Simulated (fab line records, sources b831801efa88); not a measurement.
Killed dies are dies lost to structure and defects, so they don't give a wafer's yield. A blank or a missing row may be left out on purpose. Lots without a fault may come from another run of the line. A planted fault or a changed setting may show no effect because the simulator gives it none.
Which tool did it? | flow gf180mcu | 13 lots, 39 wafers sampled, at 3 steps of a route of 602

WHAT THE GAUGES READ, wafer by wafer
GF_V5_THK_MEAS_01. Usual: V5_CVD_00_THK 301 nm, standard deviation 4.2.
lot  | measured     | on            | V5_CVD_00_THK (nm) | flag
L682 | day 26 09:56 | film_metro-03 | 307 307 304        |
L683 | day 26 17:15 | film_metro-03 | 305 301 305        |
L684 | day 27 05:11 | film_metro-03 | 299 302 298        |
L685 | day 27 12:49 | film_metro-02 | 303 309 304        |
L687 | day 27 22:49 | film_metro-01 | 301 301 299        |
L686 | day 28 03:55 | film_metro-01 | 298 293 301        |
L689 | day 28 15:10 | film_metro-03 | 310 296 303        |
L692 | day 29 14:30 | film_metro-03 | 300 298 298        |
L693 | day 29 22:01 | film_metro-02 | 301 306 301        |
L696 | day 30 17:52 | film_metro-03 | 297 295 298        |
L701 | day 32 00:50 | film_metro-01 | 299 300 299        |
L703 | day 32 11:31 | film_metro-01 | 300 296 300        |
L705 | day 33 02:12 | film_metro-02 | 302 301 305        |

WHICH TOOL RAN EACH LOT (tool, then ch and the chambers of the sampled wafers, then the start)
lot  | GF_V3_CVD_00                     | GF_M5_ETCH_09
L682 | hdpcvd-02 ch 0,1, day 21 10:28   | rie_diel-03 ch 1,2,3, day 26 09:11
L683 | hdpcvd-02 ch 0,1,2, day 21 20:23 | rie_diel-04 ch 0,2,3, day 26 16:29
L684 | hdpcvd-02 ch 0,1,2, day 22 09:30 | rie_diel-03 ch 1,2,3, day 27 04:26
L685 | hdpcvd-02 ch 0,1,2, day 22 19:03 | rie_diel-02 ch 0,1,3, day 27 12:05
L687 | hdpcvd-01 ch 0,1, day 23 06:35   | rie_diel-03 ch 2,3, day 27 22:05
L686 | hdpcvd-01 ch 0,2, day 23 10:04   | rie_diel-02 ch 0,1,3, day 28 03:11
L689 | hdpcvd-01 ch 0,1,2, day 24 00:39 | rie_diel-04 ch 0,3, day 28 14:26
L692 | hdpcvd-02 ch 0,1,2, day 25 02:56 | rie_diel-04 ch 0,2, day 29 13:41
L693 | hdpcvd-02 ch 0,1,2, day 25 11:20 | rie_diel-02 ch 0,1, day 29 21:11
L696 | hdpcvd-02 ch 0,1,2, day 26 09:01 | rie_diel-04 ch 2,3, day 30 17:08
L701 | hdpcvd-01 ch 0,1,2, day 27 20:28 | rie_diel-02 ch 2,3, day 32 00:05
L703 | hdpcvd-01 ch 1,2, day 28 09:53   | rie_diel-02 ch 0,1,3, day 32 10:26
L705 | hdpcvd-02 ch 0,1, day 29 02:17   | rie_diel-04 ch 0,1, day 33 01:20
- GF_V3_CVD_00: deposits SiO2, target thk 600 nm, time 100 s.
- GF_M5_ETCH_09: etches Si3N4 in CF4/O2, target depth 52 nm, time 11.6 s.

WHAT THE TOOLS THEMSELVES READ (means of the sampled wafers that have a number; where no wafer has one, the mark that the record gives instead)
GF_V3_CVD_00. Usual: pressure_mtorr 6.000 mTorr, standard deviation 0.012.
lot  | tool      | pressure_mtorr (mTorr) | flag
L682 | hdpcvd-02 | 5.992                  |
L683 | hdpcvd-02 | 5.993                  |
L684 | hdpcvd-02 | 6.003                  |
L685 | hdpcvd-02 | 5.995                  |
L687 | hdpcvd-01 | 6.005                  |
L686 | hdpcvd-01 | 6.006                  |
L689 | hdpcvd-01 | 6.001                  |
L692 | hdpcvd-02 | 5.997                  |
L693 | hdpcvd-02 | 5.997                  |
L696 | hdpcvd-02 | 6.016                  |
L701 | hdpcvd-01 | 6.005                  |
L703 | hdpcvd-01 | 6.004                  |
L705 | hdpcvd-02 | 6.001                  |

GF_M5_ETCH_09. Usual: drypump_motor_current_A 5.7 A, standard deviation 0.52; oes_product_au 0.997 a.u., standard deviation 0.01; throttle_valve_pct 5.968 %, standard deviation 0.0097.
lot  | tool        | drypump_motor_current_A (A) | oes_product_au (a.u.) | throttle_valve_pct (%) | flag
L682 | rie_diel-03 | 6.4                         | 0.983                 | 5.967                  |
L683 | rie_diel-04 | 5.1                         | 0.997                 | 5.967                  |
L684 | rie_diel-03 | 6.4                         | 0.995                 | 5.966                  |
L685 | rie_diel-02 | 5.6                         | 1.009                 | 5.980                  |
L687 | rie_diel-03 | 6.3                         | 0.992                 | 5.959                  |
L686 | rie_diel-02 | 5.6                         | 0.990                 | 5.965                  |
L689 | rie_diel-04 | 5.0                         | 0.995                 | 5.978                  |
L692 | rie_diel-04 | 5.2                         | 0.992                 | 5.955                  |
L693 | rie_diel-02 | 5.6                         | 1.003                 | 5.972                  |
L696 | rie_diel-04 | 4.9                         | 0.999                 | 5.961                  |
L701 | rie_diel-02 | 5.5                         | 0.998                 | 5.968                  |
L703 | rie_diel-02 | 5.6                         | 1.003                 | 5.982                  |
L705 | rie_diel-04 | 5.3                         | 1.000                 | 5.966                  |

THE ANSWER, worked out from the rows above alone
Rule: a lot is off if the mean of its wafers that have a number lies more than 3 standard deviations from the usual mean. A lot without any number at a reading at which 4 lots or more have one is off too. The other lots that the step has rows for count as sound. The gauges are gone through in route order, then the tools' own readings, and for those a lot's mean is taken as printed above. The first step at which some lot is off is used, and at that step the reading that is off furthest; a lot without a number counts as furthest.
No lot is off at any reading shown: from this, nothing can be told.

WHAT THE SIMULATOR HAD PUT IN
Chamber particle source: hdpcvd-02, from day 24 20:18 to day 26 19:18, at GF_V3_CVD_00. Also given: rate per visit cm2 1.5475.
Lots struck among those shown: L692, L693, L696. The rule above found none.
